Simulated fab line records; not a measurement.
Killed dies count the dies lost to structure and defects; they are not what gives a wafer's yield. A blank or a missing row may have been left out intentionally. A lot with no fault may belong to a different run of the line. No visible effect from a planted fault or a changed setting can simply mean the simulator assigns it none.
A struck lot beside a sound one	flow gf180mcu	29 steps out of a route of 602
Sound: the wafers L330.1, L330.3, L330.5. The struck wafers were L340.2, L340.3, L340.6. Last of all comes the cause.
For every step that has rows: the tool of each side, followed by ch and its chambers, followed by its first start. Under that, the readings that differ: sound wafers	struck wafers	difference of the means	sigmas: that difference in standard deviations of wafers without a fault.
alike: words and numbers the same on both sides, and readings whose means are apart by under 2 such deviations; not compared: readings that were withheld, readings missing a value for some wafer, numbers with overlapping values and no deviation given by the record, and bounds like >300 which may hide the same value.
The two part at a step that has a row with sigmas, a row that says differs or no value, or rows on one side only. Numbers that don't overlap but have no deviation are shown without sigmas and don't part them. A reading that every wafer of one side lacks parts them only if that side has two wafers or more.

GF_SAB_STRIP_13: strips in O2/N2.
  sound on plasma-asher-03 ch 0, day 15 09:33; struck on plasma-asher-01 ch 0,1, day 19 21:08
reading	sound	struck	difference	sigmas
drypump-motor-current-A (A)	5.21 5.19 5.19	5.84 5.81 5.30	+0.45	+2
  alike: heater-power-w, n2-flow-sccm, o2-flow-sccm, oes-product-au, strip-time-to-endpoint-s
  not compared: rf-hours-counter-h
then, 2 steps without rows for these wafers: GF_SALICIDE_CLEAN_00 (cleans in SC1/SC2, time 150 s); GF_SALICIDE_WET_ETCH_01 (etches SiO2 in dHF, target depth 5 nm, time 100 s).
GF_SALICIDE_SPUTTER_02: material Co, target thk 10 nm, time 20 s.
  sound: pvd-sputter-02 at day 15 09:44; struck: pvd-sputter-01 at day 19 21:20
  alike: cathode-dc-power-W, throttle-valve-pct
then, 1 step without rows for these wafers: GF_SALICIDE_SPUTTER_03 (material TiN, target thk 20 nm, time 16.7 s).
GF_SALICIDE_RS_MEAS_04: the measuring method here is four-point-probe.
  sound: film-metro-02 at day 15 09:48; struck: film-metro-03 at day 19 21:25
  alike: SALICIDE_TIN_RS
GF_SALICIDE_THK_MEAS_05: measures by xrf.
  sound: film-metro-02 at day 15 09:55; struck: film-metro-03 at day 19 21:31
reading	sound	struck	difference	sigmas
SALICIDE_TIN_THK (nm)	19.8 19.7 19.6	20.3 20.5 20.3	+0.7	+2
GF_SALICIDE_RTA_06: time 30 s.
  sound on rtp-anneal-02 ch 0, day 15 09:59; struck on rtp-anneal-01 ch 0, day 19 21:35
  alike: lamp-power-pct, wafer_temp_C_max
then, 1 step without rows for these wafers: GF_SALICIDE_WET_ETCH_07 (etches the open film in SPM, target depth 120 nm).
GF_SALICIDE_RTA_08: time 30 s.
  sound on rtp-anneal-02 ch 0, day 15 10:10; struck on rtp-anneal-02 ch 0, day 19 21:47
  alike: lamp-power-pct, wafer_temp_C_max
then, 1 step without rows for these wafers: GF_CONTACT_CVD_00 (deposits SiO2, target thk 300 nm, time 50 s).
GF_CONTACT_THK_MEAS_01:
  sound: film-metro-03 at day 15 10:19; struck: film-metro-01 at day 19 21:55
  alike: CONTACT_CVD_00_THK
GF_CONTACT_CVD_02: deposits SiO2 from TEOS, target thk 860 nm, time 95.992 s.
  sound on pecvd-02 ch 0,2, day 15 10:22; struck on pecvd-03 ch 1,2, day 19 21:58
  no value came back on the struck wafers for heater-power-outer-w (W), heater-power-w (W); on the sound wafers heater-power-outer-w (W) reads 380 481 298
then, 1 step without rows for these wafers: GF_CONTACT_CMP_04 (polishes SiO2).
GF_CONTACT_BOW_MEAS_05:
  sound: film-metro-04 at day 15 10:50; struck: film-metro-01 at day 19 22:25
reading	sound	struck	difference	sigmas
CONTACT_BOW (um)	63 65 63	46 47 56	-14	-2
then, 8 steps without rows for these wafers: GF_CONTACT_DEHYDRATE_06 (time 60 s); GF_CONTACT_HMDS_07 (prime time 60 s); GF_CONTACT_COAT_08; GF_CONTACT_COAT_09 (resist thk 1000 nm); GF_CONTACT_SOFTBAKE_10 (time 60 s); GF_CONTACT_EXPOSE_11 (exposes mask Contact, target cd 220 nm); GF_CONTACT_PEB_12 (peb time 90 s); GF_CONTACT_DEVELOP_13 (develop time 60 s).
GF_CONTACT_CD_MEAS_14: target cd 220 nm.
  sound: cd-sem-02 at day 16 08:07; struck: cd-sem-02 at day 20 22:20
  alike: cd-nm
GF_CONTACT_OVL_MEAS_15:
  sound: overlay-02 at day 16 08:14; struck: overlay-02 at day 20 22:26
  alike: CONTACT_OVL
then, 1 step without rows for these wafers: GF_CONTACT_ETCH_16 (etches BARC in N2/H2).
GF_CONTACT_ETCH_17: etches SiO2 in C4F8/O2/Ar, stops on CoSi2, target depth 860 nm.
  sound on rie-diel-04 ch 1,3; struck on rie-diel-01 ch 0,1,3
reading	sound	struck	difference	sigmas
oes-product-au (a.u.)	0.809 0.819 0.813	0.533 0.533 0.533	-0.281	-57
model.etch.depth-nm (nm)	863.8 853.7 860.9	300.2 304.4 298.8	-558.3	
model.CONTACT.feature-depth-nm (nm)	863.8 853.7 860.9	300.2 304.4 298.8	-558.3	
GF_CONTACT_STRIP_18: strips in O2/N2.
  sound on plasma-asher-04 ch 0,1, day 16 08:26; struck on plasma-asher-04 ch 0,1, day 20 22:38
  alike: drypump-motor-current-A, heater-power-w, n2-flow-sccm, o2-flow-sccm, oes-product-au
  not compared: rf-hours-counter-h
-- the record jumps here: 12 days lie between the struck wafers' starts before and after (it left off in module CONTACT and takes up again in module PASSIVATION, whose first step shown is number 602 of the route) --
GF_PASSIVATION_PROBE_99:
  rows exist in the record for the struck wafers here (prober-01, day 32 18:15), but not for the sound ones

## WHERE THEY PART
First at GF_SAB_STRIP_13; last, within this record, at GF_PASSIVATION_PROBE_99.

WHY: what had been put in by the simulator
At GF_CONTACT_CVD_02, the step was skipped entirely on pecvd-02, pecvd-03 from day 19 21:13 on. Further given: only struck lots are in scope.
